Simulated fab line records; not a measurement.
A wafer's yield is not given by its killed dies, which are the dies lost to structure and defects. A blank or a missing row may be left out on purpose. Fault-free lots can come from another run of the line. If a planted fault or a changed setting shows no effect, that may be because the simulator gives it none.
Matching of chambers + flow sky130 + SKY_VIA1_CMP_24 on cmp-02 has 4 sister chambers
The step polishes, stops on SiO2, t overpolish 15 s, target thk 0 nm. 24 wafers are shown with their chamber, then 12 later ones without.

## WAFERS PAIRED WITH THEIR CHAMBERS
| wafer  | chamber | motor current A (A) | time to endpoint s (s) | retaining ring pressure frac |
|--------|---------|---------------------|------------------------|------------------------------|
| L074.1 | 1       | 10.9                | 65                     | 1.005                        |
| L074.2 | 2       | 9.5                 | 66                     | 1.002                        |
| L074.6 | 1       | 10.9                | 64                     | 1.006                        |
| L075.2 | 3       | 10.6                | 66                     | 1.003                        |
| L075.4 | 2       | 9.5                 | 66                     | 1.001                        |
| L075.5 | 3       | 10.2                | 67                     | 1.000                        |
| L076.1 | 2       | 9.6                 | 66                     | 1.000                        |
| L076.5 | 0       | 11.7                | 60                     | 0.994                        |
| L076.6 | 1       | 11.0                | 67                     | 1.003                        |
| L077.2 | 3       | 9.8                 | 61                     | 1.008                        |
| L077.5 | 3       | 10.2                | 63                     | 1.004                        |
| L077.6 | 0       | 12.3                | 57                     | 1.005                        |
| L078.3 | 1       | 11.2                | 65                     | 1.001                        |
| L078.4 | 2       | 9.2                 | 65                     | 1.005                        |
| L078.6 | 0       | 11.6                | 59                     | 1.002                        |
| L080.2 | 3       | 10.7                | 61                     | 0.996                        |
| L080.5 | 3       | 9.9                 | 60                     | 0.994                        |
| L080.6 | 0       | 12.1                | 52                     | 0.999                        |
| L082.2 | 3       | 10.8                | 64                     | 1.001                        |
| L082.4 | 1       | 11.4                | 62                     | 0.995                        |
| L082.6 | 1       | 10.8                | 60                     | 1.003                        |
| L086.1 | 1       | 11.2                | 68                     | 1.006                        |
| L086.2 | 0       | 11.3                | 59                     | 0.997                        |
| L086.4 | 2       | 9.5                 | 65                     | 1.003                        |

SIGNATURES (averages over the wafers above)
| reading                      | chamber 0 | chamber 1 | chamber 2 | chamber 3 | scatter within a chamber |
|------------------------------|-----------|-----------|-----------|-----------|--------------------------|
| motor current A              | 11.800    | 11.057    | 9.460     | 10.314    | 0.311                    |
| time to endpoint s           | 57.40     | 64.43     | 65.60     | 63.14     | 2.56                     |
| retaining ring pressure frac | 0.99940   | 1.00271   | 1.00220   | 1.00086   | 0.00396                  |
Rule: a wafer lies at a distance from a chamber equal to the root of the sum of squares, over the readings, of (its reading less the chamber's mean, divided by the reading's scatter). If the next closest chamber is less than 2 further off than the closest, the wafer can't be placed; otherwise it belongs to the closest. The scatter: the root of (the sum of the squares of (reading less its chamber's mean) over the shown wafers, divided by (wafers less chambers)).

## WAFERS WITHOUT THEIR CHAMBER
| wafer  | motor current A (A) | time to endpoint s (s) | retaining ring pressure frac |
|--------|---------------------|------------------------|------------------------------|
| L088.1 | 10.5                | 64                     | 1.002                        |
| L088.4 | 9.8                 | 64                     | 1.002                        |
| L088.6 | 11.8                | 61                     | 1.000                        |
| L089.1 | 10.6                | 66                     | 0.996                        |
| L089.2 | 12.2                | 58                     | 1.004                        |
| L089.4 | 9.9                 | 68                     | 0.998                        |
| L091.2 | 11.4                | 70                     | 1.001                        |
| L091.3 | 9.0                 | 71                     | 0.994                        |
| L091.4 | 10.6                | 65                     | 1.003                        |
| L096.4 | 9.8                 | 66                     | 0.997                        |
| L096.5 | 9.7                 | 68                     | 0.995                        |
| L096.6 | 10.6                | 66                     | 1.008                        |

## WHICH CHAMBER EACH WENT THROUGH
| wafer  | from the rows above          | in truth |
|--------|------------------------------|----------|
| L088.1 | can't be placed: 3 or 1      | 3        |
| L088.4 | can't be placed: 2 or 3      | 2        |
| L088.6 | can't be placed: 0 or 1      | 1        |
| L089.1 | can't be placed: 3 or 1      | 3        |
| L089.2 | 0                            | 0        |
| L089.4 | can't be placed: 2 or 3      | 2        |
| L091.2 | can't be placed: 1 or 3      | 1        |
| L091.3 | 2                            | 2        |
| L091.4 | can't be placed: 3 or 1      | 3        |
| L096.4 | can't be placed: 2 or 3      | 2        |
| L096.5 | can't be placed: 2 or 3      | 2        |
| L096.6 | can't be placed: 1 or 3 or 2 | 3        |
Correct placement for 2 of the 12. Cannot be placed on the basis of these rows: 10; the candidates contain the true chamber in 10. Number placed wrongly: 0.
